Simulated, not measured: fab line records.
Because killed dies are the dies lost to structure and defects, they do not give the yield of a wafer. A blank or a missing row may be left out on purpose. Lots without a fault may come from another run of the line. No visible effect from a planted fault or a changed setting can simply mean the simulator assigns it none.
Split-lot trial / flow sfqLine / route with 325 steps; 5 lots, 23 wafers read

== THE SPLIT ITSELF ==
At SFQ_TRILAYER_M7_LITHO_COAT_177 (resist thk 600 nm), the setting resistThkNm was moved away from the recipe's 600 nm on 7 of the 23 wafers read, by -4.0% to +2.4%. The other wafers ran this setting at the recipe's value.

== FROM THE SPLIT TO THE READING: what the file shows between them, 4 steps ==
- SFQ_TRILAYER_M7_LITHO_SOFTBAKE_181
- SFQ_TRILAYER_M7_LITHO_EXPOSE_178: exposes mask M7, target cd 500 nm
- SFQ_TRILAYER_M7_LITHO_DEVELOP_179: time 60 s
- SFQ_TRILAYER_M7_BARC_OPEN_METAL_ETCH_229: etches BARC in O2, target depth 125 nm, time 41.7 s

== THE READING ==
KrF_of_TRILAYER_M7_LITHO_COAT_177.thkNm (the simulator's own value, which no gauge read), in nm, at SFQ_TRILAYER_M7_ETCH_METAL_ETCH_180 (etches Nb in Cl2/Ar, stops on SiO2, target depth 240 nm, time 120 s). The file does not state a usual value for it. Average 381.0 nm, standard deviation 2.9 nm, over the 16 wafers here run with the recipe.

wafer=L075.1; tool, chamber at the split=lithoTrack-03, 0; resistThkNm as run, nm=600; against the recipe=recipe; KrF_of_TRILAYER_M7_LITHO_COAT_177.thkNm, nm=384.5; against lot-mates on the recipe=-
wafer=L075.2; tool, chamber at the split=lithoTrack-03, 0; resistThkNm as run, nm=600; against the recipe=recipe; KrF_of_TRILAYER_M7_LITHO_COAT_177.thkNm, nm=376.2; against lot-mates on the recipe=-
wafer=L075.3; tool, chamber at the split=lithoTrack-03, 0; resistThkNm as run, nm=600; against the recipe=recipe; KrF_of_TRILAYER_M7_LITHO_COAT_177.thkNm, nm=384.2; against lot-mates on the recipe=-
wafer=L075.5; tool, chamber at the split=lithoTrack-03, 0; resistThkNm as run, nm=600; against the recipe=recipe; KrF_of_TRILAYER_M7_LITHO_COAT_177.thkNm, nm=383.6; against lot-mates on the recipe=-
wafer=L075.6; tool, chamber at the split=lithoTrack-03, 0; resistThkNm as run, nm=600; against the recipe=recipe; KrF_of_TRILAYER_M7_LITHO_COAT_177.thkNm, nm=378.1; against lot-mates on the recipe=-
wafer=L080.1; tool, chamber at the split=lithoTrack-02, 0; resistThkNm as run, nm=600; against the recipe=recipe; KrF_of_TRILAYER_M7_LITHO_COAT_177.thkNm, nm=383.1; against lot-mates on the recipe=-
wafer=L080.3; tool, chamber at the split=lithoTrack-02, 0; resistThkNm as run, nm=600; against the recipe=recipe; KrF_of_TRILAYER_M7_LITHO_COAT_177.thkNm, nm=384.5; against lot-mates on the recipe=-
wafer=L080.4; tool, chamber at the split=lithoTrack-02, 0; resistThkNm as run, nm=614.4; against the recipe=+2.4%; KrF_of_TRILAYER_M7_LITHO_COAT_177.thkNm, nm=392.4; against lot-mates on the recipe=+8.6
wafer=L080.5; tool, chamber at the split=lithoTrack-02, 0; resistThkNm as run, nm=614.4; against the recipe=+2.4%; KrF_of_TRILAYER_M7_LITHO_COAT_177.thkNm, nm=396.4; against lot-mates on the recipe=+12.6
wafer=L080.6; tool, chamber at the split=lithoTrack-02, 0; resistThkNm as run, nm=614.4; against the recipe=+2.4%; KrF_of_TRILAYER_M7_LITHO_COAT_177.thkNm, nm=392; against lot-mates on the recipe=+8.2
wafer=L082.1; tool, chamber at the split=lithoTrack-02, 0; resistThkNm as run, nm=600; against the recipe=recipe; KrF_of_TRILAYER_M7_LITHO_COAT_177.thkNm, nm=378.1; against lot-mates on the recipe=-
wafer=L082.2; tool, chamber at the split=lithoTrack-02, 0; resistThkNm as run, nm=576; against the recipe=-4.0%; KrF_of_TRILAYER_M7_LITHO_COAT_177.thkNm, nm=356.2; against lot-mates on the recipe=-22.5
wafer=L082.4; tool, chamber at the split=lithoTrack-02, 0; resistThkNm as run, nm=600; against the recipe=recipe; KrF_of_TRILAYER_M7_LITHO_COAT_177.thkNm, nm=375.2; against lot-mates on the recipe=-
wafer=L082.5; tool, chamber at the split=lithoTrack-02, 0; resistThkNm as run, nm=576; against the recipe=-4.0%; KrF_of_TRILAYER_M7_LITHO_COAT_177.thkNm, nm=351.3; against lot-mates on the recipe=-27.4
wafer=L082.6; tool, chamber at the split=lithoTrack-02, 0; resistThkNm as run, nm=600; against the recipe=recipe; KrF_of_TRILAYER_M7_LITHO_COAT_177.thkNm, nm=382.9; against lot-mates on the recipe=-
wafer=L084.1; tool, chamber at the split=lithoTrack-04, 0; resistThkNm as run, nm=584.5; against the recipe=-2.6%; KrF_of_TRILAYER_M7_LITHO_COAT_177.thkNm, nm=365.2; against lot-mates on the recipe=-16.4
wafer=L084.2; tool, chamber at the split=lithoTrack-04, 0; resistThkNm as run, nm=600; against the recipe=recipe; KrF_of_TRILAYER_M7_LITHO_COAT_177.thkNm, nm=382.5; against lot-mates on the recipe=-
wafer=L084.4; tool, chamber at the split=lithoTrack-04, 0; resistThkNm as run, nm=600; against the recipe=recipe; KrF_of_TRILAYER_M7_LITHO_COAT_177.thkNm, nm=381.6; against lot-mates on the recipe=-
wafer=L084.5; tool, chamber at the split=lithoTrack-04, 0; resistThkNm as run, nm=584.5; against the recipe=-2.6%; KrF_of_TRILAYER_M7_LITHO_COAT_177.thkNm, nm=367.8; against lot-mates on the recipe=-13.8
wafer=L084.6; tool, chamber at the split=lithoTrack-04, 0; resistThkNm as run, nm=600; against the recipe=recipe; KrF_of_TRILAYER_M7_LITHO_COAT_177.thkNm, nm=380.8; against lot-mates on the recipe=-
wafer=L085.2; tool, chamber at the split=lithoTrack-02, 0; resistThkNm as run, nm=600; against the recipe=recipe; KrF_of_TRILAYER_M7_LITHO_COAT_177.thkNm, nm=379.9; against lot-mates on the recipe=-
wafer=L085.3; tool, chamber at the split=lithoTrack-02, 0; resistThkNm as run, nm=600; against the recipe=recipe; KrF_of_TRILAYER_M7_LITHO_COAT_177.thkNm, nm=382.1; against lot-mates on the recipe=-
wafer=L085.4; tool, chamber at the split=lithoTrack-02, 0; resistThkNm as run, nm=600; against the recipe=recipe; KrF_of_TRILAYER_M7_LITHO_COAT_177.thkNm, nm=378.6; against lot-mates on the recipe=-

FIT RESULTS
A straight line over all 23 wafers: KrF_of_TRILAYER_M7_LITHO_COAT_177.thkNm changes by +6.09 nm for each +1% of resistThkNm; r = +0.96; the points scatter about the line by 3 nm.
The same after taking each lot's own level away (the mean of its wafers on the recipe; 23 wafers): +5.49 nm for each +1%; r = +0.96; scatter 2.8 nm.
According to that fit, moving resistThkNm by its largest amount changes the reading by 22 nm.
The span of the lots' own levels, 378.73 to 383.80 nm, comes to 1.8 times the standard deviation stated above.
Thus the slope moves with the lot-to-lot level: the two fits are different.
Check: -22.8 nm against its lot-mates is what the line predicts for one of the wafers moved furthest among these (-4.0%) when that wafer is left out of the fit. It came out at -22.5 nm against them.

== OTHER SPLITS ON THESE WAFERS ==
These wafers also went through other splits before the reading. Each is held against what the fit with the lots' levels taken away leaves over:
other split on the same wafers=SFQ_TRILAYER_M6_LITHO_COAT_159 resistThkNm; wafers away from the commonest value=5; r with KrF_of_TRILAYER_M7_LITHO_COAT_177.thkNm (lot level and that fit taken away)=+0.11
other split on the same wafers=SFQ_TRILAYER_I6_CMP_CMP_166 leaveAboveRefNm; wafers away from the commonest value=7; r with KrF_of_TRILAYER_M7_LITHO_COAT_177.thkNm (lot level and that fit taken away)=-0.12
other split on the same wafers=SFQ_TRILAYER_I6_VIA_LITHO_EXPOSE_170 doseMj; wafers away from the commonest value=12; r with KrF_of_TRILAYER_M7_LITHO_COAT_177.thkNm (lot level and that fit taken away)=+0.01
other split on the same wafers=SFQ_TRILAYER_I6_VIA_BARC_OPEN_VIA_ETCH_235 sourceW; wafers away from the commonest value=7; r with KrF_of_TRILAYER_M7_LITHO_COAT_177.thkNm (lot level and that fit taken away)=+0.11
other split on the same wafers=SFQ_TRILAYER_M7_LITHO_COAT_182 spinRpm; wafers away from the commonest value=5; r with KrF_of_TRILAYER_M7_LITHO_COAT_177.thkNm (lot level and that fit taken away)=-0.01

== THE WHOLE CHAIN: every reading that the file lists as answering this split, in the file's order ==
step=SFQ_TRILAYER_M7_LITHO_COAT_177; what it does=resist thk 600 nm; reading=KrF_of_TRILAYER_M7_LITHO_COAT_177.thkNm (the simulator's own value, which no gauge read); change (the file's fit)=+6.13 nm for each +1% of the setting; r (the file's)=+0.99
step=SFQ_TRILAYER_M7_ETCH_METAL_ETCH_180; what it does=etches Nb in Cl2/Ar, stops on SiO2, target depth 240 nm, time 120 s; reading=KrF_of_TRILAYER_M7_LITHO_COAT_177.thkNm (the simulator's own value, which no gauge read); change (the file's fit)=+5.71 nm for each +1% of the setting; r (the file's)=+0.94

== THE FILE'S OWN FIT ==
KrF_of_TRILAYER_M7_LITHO_COAT_177.thkNm changes by +5.71 nm for each +1% of resistThkNm, r = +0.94.
